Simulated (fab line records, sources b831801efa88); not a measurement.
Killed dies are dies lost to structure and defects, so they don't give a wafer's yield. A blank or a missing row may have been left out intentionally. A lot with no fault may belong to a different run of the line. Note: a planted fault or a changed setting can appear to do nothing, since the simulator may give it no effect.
8D (eight disciplines) problem report, filled in by code    flow gf180mcu    the parts of the form that need people (team, actions taken, sign-off) are left out

1. WHAT IS WRONG
V4_CVD_02_THK at GF_V4_THK_MEAS_03 reads a mean of 511 nm on 4 wafers of 2 lots; wafers without a fault read 850 nm with a standard deviation of 10. That puts it -34 standard deviations away from the usual mean.
First observed at day 29 04:14: wafer L435.4, on film-metro-04. The record holds 31 wafers of 11 lots with a number at this step. The rule behind "out" and "out of limits": a value lying over 4 standard deviations away from the usual mean. The other wafers with a number count as sound.

2. WHAT IT IS AND WHAT IT IS NOT
question                     is                            is not
which readings at this step  V4_CVD_02_THK                 -
which lots                   L435, L438                    L419, L420, L421, L424, L427, L428, L437, L440, L441
which wafers of those lots   all that have a number        -
read on which gauges         film-metro-03, film-metro-04  film-metro-02
when                         from day 29 04:14             up to then (18 sound wafers); but 9 sound wafers of L437, L440, L441 came after

3. WHAT RULES OUT EACH SUSPECT
Counting: a tool stays on the suspect list if, at a process step up to the reading, it processed all lots that are out and no sound lot following the first of them.
- the gauge at GF_V4_THK_MEAS_03 is ruled out. 2 gauges (film-metro-03, film-metro-04) read the wafers that are out.
- pecvd-03 at GF_V4_CVD_02 (deposits SiO2 from TEOS, target thk 850 nm, time 94.851 s): kept. Every lot that is out went through it, starting with L435 (day 29 04:10), and after that it ran no sound lot; the last sound lot it ran before then is L427 (day 26 15:04).
Remaining after the count: pecvd-03 at GF_V4_CVD_02.

4. THE CAUSE (what the simulator had put in)
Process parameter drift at GF_V4_CVD_02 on pecvd-03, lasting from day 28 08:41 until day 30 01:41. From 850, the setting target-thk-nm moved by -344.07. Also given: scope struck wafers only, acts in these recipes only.
The count eliminated every tool but this one.

5. THE EFFECT CHAIN, in route order
Each row: a reading where the mean over the struck wafers with a number is more than 3 standard deviations away from the usual. Only readings whose record carries a usual standard deviation are examined. hours: median over the lots of the time between each lot's start at the first step of this table that gives one and its start at this step. sigmas: the change, counted in usual standard deviations.
hours  step               reading             usual       on struck wafers  change  sigmas
0      GF_V4_THK_MEAS_03  V4_CVD_02_THK       850 nm      511               -339    -34
0      GF_V4_CMP_04       time-to-endpoint-s  82 s        39                -43     -8.2
-      GF_V4_ETCH_17      oes-product-au      0.856 a.u.  0.767             -0.089  -19
It contains these process steps:
- GF_V4_CMP_04: polishes SiO2.
- GF_V4_ETCH_17: etches SiO2 in C4F8/O2/Ar, stops on TiN, target depth 630 nm.

6. HOW IT WOULD HAVE BEEN CAUGHT EARLIER
In this record the first reading out of limits at a measuring or inspecting step was taken at day 29 04:14, 20 hours after the fault began at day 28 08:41.
An alarm limit of 4 standard deviations would not have fired on the tool readings at GF_V4_CVD_02 for which the record gives a usual standard deviation, since none of them was out on any struck wafer.
L438, from the lots that are out (2), started GF_V4_CVD_02 on pecvd-03 later than day 29 04:14. It would have been spared by a hold on the tool at that moment.
